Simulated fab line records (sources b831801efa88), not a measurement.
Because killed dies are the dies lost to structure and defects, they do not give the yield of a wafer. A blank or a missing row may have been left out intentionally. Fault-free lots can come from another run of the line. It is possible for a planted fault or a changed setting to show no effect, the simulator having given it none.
Chamber matching    flow sky130    4 sister chambers for SKY_METAL3_ETCH_17 on rieDiel-02
The step etches SiO2 in C4F8/O2/Ar, stops on TiN, time 3.9 s, target depth 15 nm. 18 wafers are shown with their chamber, then 9 later ones without.

## WAFERS WITH THEIR CHAMBER
wafer   chamber  oesProductAu (a.u.)
L075.1  0        0.745
L075.2  3        0.760
L075.3  1        0.758
L075.4  2        0.758
L075.5  0        0.757
L075.6  1        0.755
L080.1  1        0.750
L080.2  3        0.753
L080.5  3        0.756
L083.1  3        0.753
L083.5  1        0.759
L083.6  2        0.747
L088.1  1        0.748
L088.2  2        0.755
L088.5  3        0.743
L089.1  3        0.757
L089.4  3        0.757
L089.6  0        0.757

SIGNATURES (means of the wafers above)
reading       chamber 0  chamber 1  chamber 2  chamber 3  scatter within a chamber
oesProductAu  0.75300    0.75400    0.75333    0.75414    0.00558
Rule: for each reading, subtract the chamber's mean from the wafer's reading, divide by that reading's scatter and square the result; add these up over the readings and take the root, which gives the wafer's distance from the chamber. If the next closest chamber is less than 2 further off than the closest, the wafer can't be placed; otherwise it belongs to the closest. The scatter is the square root of a quotient: the sum, over the shown wafers, of each reading's squared deviation from its chamber's mean, divided by wafers minus chambers.

## WAFERS WHOSE CHAMBER IS MISSING
wafer   oesProductAu (a.u.)
L090.1  0.757
L090.2  0.742
L090.6  0.751
L096.1  0.748
L096.2  0.752
L096.3  0.737
L096.4  0.748
L096.5  0.750
L096.6  0.742

## EACH ONE'S CHAMBER
wafer   from the rows above                in truth
L090.1  can't be placed: 3 or 1 or 2 or 0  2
L090.2  can't be placed: 0 or 2 or 1 or 3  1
L090.6  can't be placed: 0 or 2 or 1 or 3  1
L096.1  can't be placed: 0 or 2 or 1 or 3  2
L096.2  can't be placed: 0 or 2 or 1 or 3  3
L096.3  can't be placed: 0 or 2 or 1 or 3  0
L096.4  can't be placed: 0 or 2 or 1 or 3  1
L096.5  can't be placed: 0 or 2 or 1 or 3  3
L096.6  can't be placed: 0 or 2 or 1 or 3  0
0 of 9 placed correctly. Unplaceable from these rows: 9, with the true chamber sitting among the candidates in 9. Number placed wrongly: 0.
